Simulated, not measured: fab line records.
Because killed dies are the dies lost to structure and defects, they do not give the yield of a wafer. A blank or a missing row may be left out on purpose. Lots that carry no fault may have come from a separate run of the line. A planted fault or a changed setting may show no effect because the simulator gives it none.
fab line records -- flow sky130
[record] lots = 12, wafers = 36, last_day = 50
route steps=708 shown POLY_GATE@235 LDD_HVN@276 LI_CONTACT@386 CONTACT@424
lots that met no fault: taken from a fault-free run of the same line
start_h: hours from the record's opening day to when the first of the lot's shown wafers began -- wait_h: time in hours since the lot's previous step -- " same as the row above -- L1.1+2: one row covering several wafers at once -- - no value, or no start given -- * or withheld: withheld -- < > ~ a bound
route shown NAME@n: a module of which the file shows steps, and the number in the route of the first -- usual: the fault-free wafers' mean and standard deviation -- same: alike in all rows -- chamber/n: place in a boat -- sites: each site's reading -- _std_site: the values' standard deviation -- _edge_site: the outer-site mean with the inner-site mean subtracted -- radius_mm: for every site, how far away it sits from the centre of the wafer -- mask NAME#n: copy n -- behind: the tool/chamber that last shaped the wafer -- hold: why the lot went on hold/how many hours it stayed there/how the hold came to an end -- device: the transistor (n, p or np) that didn't switch -- end of line: at the end of the route, the tests of the same wafers -- a step without rows: its recipe alone -- killed: the dies lost at the first sort to structure and to defects; this is not the yield of the wafer -- map: per-die view of a wafer (x killed, . not killed, _ where there is no die)
set.NAME: setting as actually run; set.NAME@STEP: the setting as run at that earlier step -- model.NAME: the simulator's own value behind a step, which no gauge read
route steps across a sampled set of lots; one table per step, one row per wafer
services: when a tool's chamber went out of use (start_h, in hours from the record's first day, below 0 if earlier), for how many hours, and the reason
[[steps]]
[step SKY_POLY_GATE_THK_MEAS_21]
[recipe] reads = SiO2_of_POLY_GATE_OXIDATION_20
[usual] POLY_GATE_OXIDATION_THK = 4.02/0.084
lot.wafer,tool,chamber,start_h,wait_h,POLY_GATE_OXIDATION_THK[nm]
L311.1,film_metro-02,-,375.29,0.0,3.89
L311.5,film_metro-02,-,375.29,0.0,3.92
L311.6,film_metro-02,-,375.29,0.0,3.98
L313.3,film_metro-01,-,387.96,0.0,3.87
L313.4,film_metro-01,-,387.96,0.0,3.90
L313.5,film_metro-01,-,387.96,0.0,3.99
L314.1,film_metro-03,-,394.53,0.0,4.11
L314.2,film_metro-03,-,394.53,0.0,4.05
L314.5,film_metro-03,-,394.53,0.0,4.03
L316.3,film_metro-02,-,414.73,0.0,4.09
L316.5,film_metro-02,-,414.73,0.0,4.05
L316.6,film_metro-02,-,414.73,0.0,4.12
L319.2,film_metro-02,-,433.86,0.0,3.96
L319.3,film_metro-02,-,433.86,0.0,3.85
L319.5,film_metro-02,-,433.86,0.0,3.96
L318.1,film_metro-01,-,438.84,0.0,4.09
L318.4,film_metro-01,-,438.84,0.0,4.06
L318.6,film_metro-01,-,438.84,0.0,4.03
L320.2,film_metro-03,-,449.51,0.0,3.93
L320.3,film_metro-03,-,449.51,0.0,3.96
L320.6,film_metro-03,-,449.51,0.0,3.88
L322.2,film_metro-02,-,468.43,0.0,4.02
L322.3,film_metro-02,-,468.43,0.0,4.09
L322.5,film_metro-02,-,468.43,0.0,4.05
L327.4,film_metro-03,-,541.82,0.0,4.21
L327.5,film_metro-03,-,541.82,0.0,4.18
L327.6,film_metro-03,-,541.82,0.0,4.25
L329.3,film_metro-03,-,553.41,0.0,3.98
L329.4,film_metro-03,-,553.41,0.0,3.97
L329.5,film_metro-03,-,553.41,0.0,3.99
L333.2,film_metro-01,-,566.46,0.0,4.11
L333.4,film_metro-01,-,566.46,0.0,4.11
L333.5,film_metro-01,-,566.46,0.0,4.11
L334.3,film_metro-01,-,578.72,0.0,3.92
L334.5,film_metro-01,-,578.72,0.0,4.03
L334.6,film_metro-01,-,578.72,0.0,3.97
[step SKY_LDD_HVN_STRIP_09]
[recipe] chemistry = O2/N2, power_w = 1400, pressure_mtorr = 1500, platen_temp_c = withheld, o2_flow_sccm = 3000, n2_flow_sccm = 300, overash_fraction = 0.5
[usual] drypump_motor_current_A = 5.51/0.2, n2_flow_sccm = 299.9/0.95, oes_product_au = 0.408/0.0046, strip_time_to_endpoint_s = 4.137/0.014
lot.wafer,tool,chamber,start_h,wait_h,drypump_motor_current_A,n2_flow_sccm,oes_product_au,rf_hours_counter_h,strip_time_to_endpoint_s
L311.1,plasma_asher-03,0,466.47,0.1,5.42,298.4,0.407,68,4.139
L311.5,plasma_asher-03,0,466.47,0.1,5.41,299.7,0.406,-,4.121
L311.6,plasma_asher-03,1,466.47,0.1,5.94,298.1,0.401,-,4.131
L313.3,plasma_asher-01,1,480.31,0.1,5.19,299.2,0.406,-,4.125
L313.4,plasma_asher-01,0,480.31,0.1,5.47,299.2,0.410,-,4.121
L313.5,plasma_asher-01,0,480.31,0.1,5.50,299.2,0.411,-,4.116
L314.1,plasma_asher-03,1,487.50,0.1,5.95,298.1,0.402,70,4.145
L314.2,plasma_asher-03,0,487.50,0.1,5.44,300.8,0.408,70,4.162
L314.5,plasma_asher-03,0,487.50,0.1,5.42,299.3,0.414,-,4.154
L316.3,plasma_asher-03,0,508.91,0.1,5.42,299.2,0.408,-,4.126
L316.5,plasma_asher-03,0,508.91,0.1,5.42,298.7,0.400,-,4.137
L316.6,plasma_asher-03,1,508.91,0.1,5.96,300.7,0.406,-,4.134
L319.2,plasma_asher-02,1,528.28,0.1,5.52,300.3,0.410,39,4.136
L319.3,plasma_asher-02,1,528.28,0.1,5.55,300.0,0.401,-,4.133
L319.5,plasma_asher-02,0,528.28,0.1,5.46,298.8,0.410,-,4.135
L318.1,plasma_asher-01,0,531.12,0.1,5.49,300.6,0.408,11,4.123
L318.4,plasma_asher-01,0,531.12,0.1,5.48,298.1,0.402,-,4.123
L318.6,plasma_asher-01,1,531.12,0.1,5.28,298.9,0.404,-,4.123
L320.2,plasma_asher-02,1,542.68,0.1,5.53,300.0,0.408,40,4.141
L320.3,plasma_asher-02,1,542.68,0.1,5.54,300.4,0.411,-,4.162
L320.6,plasma_asher-02,1,542.68,0.1,5.54,300.3,0.412,-,4.156
L322.2,plasma_asher-03,1,562.62,0.1,5.95,300.7,0.410,78,4.115
L322.3,plasma_asher-03,1,562.62,0.1,5.96,298.9,0.412,-,4.135
L322.5,plasma_asher-03,0,562.62,0.1,5.42,299.4,0.415,-,4.127
L327.4,plasma_asher-02,0,633.06,0.1,5.45,301.6,0.415,-,4.160
L327.5,plasma_asher-02,1,633.06,0.1,5.55,300.0,0.411,-,4.144
L327.6,plasma_asher-02,0,633.06,0.1,5.45,301.6,0.407,-,4.163
L329.3,plasma_asher-02,1,643.35,0.1,5.50,300.5,0.407,-,4.149
L329.4,plasma_asher-02,0,643.35,0.1,5.47,299.4,0.406,-,4.126
L329.5,plasma_asher-02,0,643.35,0.1,5.48,299.1,0.408,-,4.134
L333.2,plasma_asher-03,0,657.08,0.1,5.42,301.3,0.408,87,4.143
L333.4,plasma_asher-03,0,657.08,0.1,5.43,301.4,0.407,-,4.149
L333.5,plasma_asher-03,1,657.08,0.1,5.94,300.4,0.406,-,4.138
L334.3,plasma_asher-01,0,668.05,0.1,5.48,300.4,0.403,-,4.140
L334.5,plasma_asher-01,1,668.05,0.1,5.26,300.9,0.408,-,4.150
L334.6,plasma_asher-01,0,668.05,0.1,5.49,299.4,0.406,-,4.127
[step SKY_LI_CONTACT_CMP_24]
[recipe] stop_on = PSG, t_overpolish_s = 20, down_force_psi = 3.5, platen_rpm = 60, target_thk_nm = 0, pad_velocity_m_s = 0.94248
[usual] motor_current_A = 11.0/1.3, overpolish_run_s = 19.999/0.0097, time_to_endpoint_s = 99/6.7
lot.wafer,tool,chamber,start_h,wait_h,motor_current_A,overpolish_run_s,time_to_endpoint_s
L311.1,cmp-01,2,680.37,0.1,10.5,19.989,106
L311.6,cmp-01,2,680.37,0.1,10.2,20.014,104
L311.5,cmp-01,3,680.37,0.1,13.3,19.994,108
L313.3,cmp-01,0,692.27,0.0,11.2,20.011,102
L313.4,cmp-01,3,692.27,0.0,13.9,20.001,118
L313.5,cmp-01,1,692.27,0.0,11.2,20.014,103
L314.1,cmp-02,0,700.48,0.1,9.9,20.025,105
L314.2,cmp-02,2,700.48,0.1,10.9,19.995,93
L314.5,cmp-02,0,700.48,0.1,9.5,20.018,103
L316.3,cmp-01,1,717.42,0.2,11.4,19.997,93
L316.5,cmp-01,2,717.42,0.2,10.0,19.996,102
L316.6,cmp-01,3,717.42,0.2,13.4,19.987,104
L319.2,cmp-01,0,735.09,0.1,11.7,19.988,101
L319.3,cmp-01,1,735.09,0.1,11.0,20.000,99
L319.5,cmp-01,3,735.09,0.1,13.6,19.980,107
L318.4,cmp-01,2,738.55,0.1,9.8,19.992,102
L318.1,cmp-01,1,738.55,0.1,11.4,19.988,96
L318.6,cmp-01,2,738.55,0.1,9.5,20.015,104
L320.3,cmp-02,1,750.78,0.0,9.3,19.992,85
L320.2,cmp-02,0,750.78,0.0,10.2,19.997,106
L320.6,cmp-02,2,750.78,0.0,11.3,19.991,92
L322.2,cmp-02,0,767.17,0.0,10.0,20.014,105
L322.3,cmp-02,1,767.17,0.0,9.4,19.991,89
L322.5,cmp-02,0,767.17,0.0,10.4,19.997,106
L327.4,cmp-01,1,829.73,0.1,11.5,19.988,52
L327.6,cmp-01,0,829.73,0.1,11.3,20.002,56
L327.5,cmp-01,1,829.73,0.1,11.4,19.976,54
L329.4,cmp-01,2,840.92,0.0,9.8,20.005,56
L329.3,cmp-01,1,840.92,0.0,11.5,19.994,50
L329.5,cmp-01,2,840.92,0.0,9.9,19.998,56
L333.4,cmp-02,1,851.20,0.3,9.2,20.009,84
L333.2,cmp-02,2,851.20,0.3,11.6,19.999,86
L333.5,cmp-02,1,851.20,0.3,9.9,20.019,88
L334.3,cmp-02,0,860.38,0.2,10.2,20.008,104
L334.5,cmp-02,1,860.38,0.2,9.8,19.997,88
L334.6,cmp-02,2,860.38,0.2,11.1,20.011,92
[step SKY_CONTACT_ETCH_18]
[recipe] target = Si3N4, chemistry = CHF3/O2, stop_on = TiN, source_w = 600, bias_w = 200, pressure_mtorr = 40, chf3_flow_sccm = 50, O2_flow_sccm = 5, time_s = 39, target_depth_a = 750
[usual] drypump_motor_current_A = 5.5/0.34, oes_product_au = 0.853/0.0073, throttle_valve_pct = 8.793/0.011
lot.wafer,tool,chamber,start_h,wait_h,drypump_motor_current_A,oes_product_au,rf_hours_counter_h,throttle_valve_pct
L311.1,rie_diel-04,3,-,-,5.2,0.852,9,8.790
L311.5,rie_diel-04,1,-,-,5.8,0.867,-,8.788
L311.6,rie_diel-04,0,-,-,5.0,0.862,-,8.806
L313.3,rie_diel-03,1,-,-,5.4,0.855,5,8.796
L313.4,rie_diel-03,0,-,-,5.2,0.860,21,8.779
L313.5,rie_diel-03,0,-,-,5.2,0.862,-,8.782
L314.1,rie_diel-03,1,-,-,5.4,0.841,5,8.798
L314.2,rie_diel-03,0,-,-,5.2,0.855,21,8.794
L314.5,rie_diel-03,0,-,-,5.2,0.854,-,8.803
L316.3,rie_diel-04,1,-,-,5.8,0.855,9,8.793
L316.5,rie_diel-04,2,-,-,5.6,0.856,-,8.786
L316.6,rie_diel-04,3,-,-,5.2,0.860,-,8.812
L319.2,rie_diel-03,2,-,-,5.1,0.843,4,8.786
L319.3,rie_diel-03,3,-,-,5.2,0.845,22,8.769
L319.5,rie_diel-03,1,-,-,5.3,0.857,-,8.805
L318.1,rie_diel-04,1,-,-,5.8,0.850,9,8.806
L318.4,rie_diel-04,2,-,-,5.5,0.855,10,8.807
L318.6,rie_diel-04,0,-,-,5.0,0.854,-,8.780
L320.2,rie_diel-02,2,-,-,5.9,0.857,21,8.800
L320.3,rie_diel-02,1,-,-,5.9,0.853,14,8.780
L320.6,rie_diel-02,2,-,-,5.9,0.847,-,8.791
L322.2,rie_diel-02,1,-,-,6.0,0.843,14,8.785
L322.3,rie_diel-02,2,-,-,5.9,0.849,22,8.778
L322.5,rie_diel-02,2,-,-,5.9,0.847,-,8.788
L327.4,rie_diel-04,3,-,-,5.2,0.854,13,8.793
L327.5,rie_diel-04,2,-,-,5.6,0.861,-,8.806
L327.6,rie_diel-04,1,-,-,5.8,0.847,-,8.808
L329.3,rie_diel-02,2,-,-,5.9,0.852,24,8.790
L329.4,rie_diel-02,1,-,-,6.0,0.859,17,8.788
L329.5,rie_diel-02,0,-,-,6.0,0.853,-,8.797
L333.2,rie_diel-03,3,-,-,5.2,0.854,26,8.792
L333.4,rie_diel-03,1,-,-,5.3,0.867,10,8.797
L333.5,rie_diel-03,3,-,-,5.3,0.861,-,8.787
L334.3,rie_diel-04,1,-,-,5.8,0.843,13,8.801
L334.5,rie_diel-04,1,-,-,5.7,0.860,-,8.788
L334.6,rie_diel-04,2,-,-,5.6,0.857,-,8.799
[[services]]
tool,chamber,start_h,hours,kind
cmp-01,-,455.54,0.3,repair
cmp-01,-,457.90,3.6,repair
cmp-02,-,470.82,1.8,repair
cmp-02,-,505.73,1.6,repair
cmp-02,-,511.16,3.7,repair
cmp-01,-,569.36,7.3,repair
cmp-02,-,572.00,4.0,pm
rie_diel-04,-,585.84,12.9,repair
rie_diel-04,-,612.57,1.9,repair
cmp-02,-,622.30,0.4,repair
rie_diel-04,3,630.96,13.0,repair
rie_diel-04,2,646.61,16.7,repair
cmp-02,-,650.78,1.0,repair
cmp-02,-,669.76,1.1,repair
cmp-02,-,675.52,0.7,repair
cmp-01,-,699.39,16.8,pm
plasma_asher-03,-,707.60,4.6,repair
cmp-02,-,716.23,5.5,pm
cmp-02,-,724.55,3.8,repair
cmp-02,-,732.22,4.3,pm
cmp-01,-,742.22,3.3,repair
cmp-01,-,745.54,4.0,pm
cmp-01,-,793.44,4.8,pm
cmp-01,-,818.53,6.7,repair
[[key]]
[first_sign] step = SKY_LI_CONTACT_CMP_24, reading = time_to_endpoint_s, direction = down, sigmas = 6.7, usual = *, struck = *
effect none on later readings
met_at SKY_LI_CONTACT_CMP_24
struck_lots L327,L329
tester_left_out L327,L329
not_acting_at SKY_POLY_GATE_THK_MEAS_21,SKY_LDD_HVN_STRIP_09,SKY_CONTACT_ETCH_18
onset_between 738.55 829.73
[fault] kind = process_parameter_drift, tool = cmp-01, chamber = -, onset_h = 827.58, steps = SKY_LI_CONTACT_CMP_24, channel = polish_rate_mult, offset = 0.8, shape = step, end_h = 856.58
// tester_left_out: of these lots the tester's yield and bins aren't shown, on N5 and GAA mostly nor the transistor test; their killed dies are dies lost to structure and defects alone, not to doping, threshold or leakage, so they don't give the yield
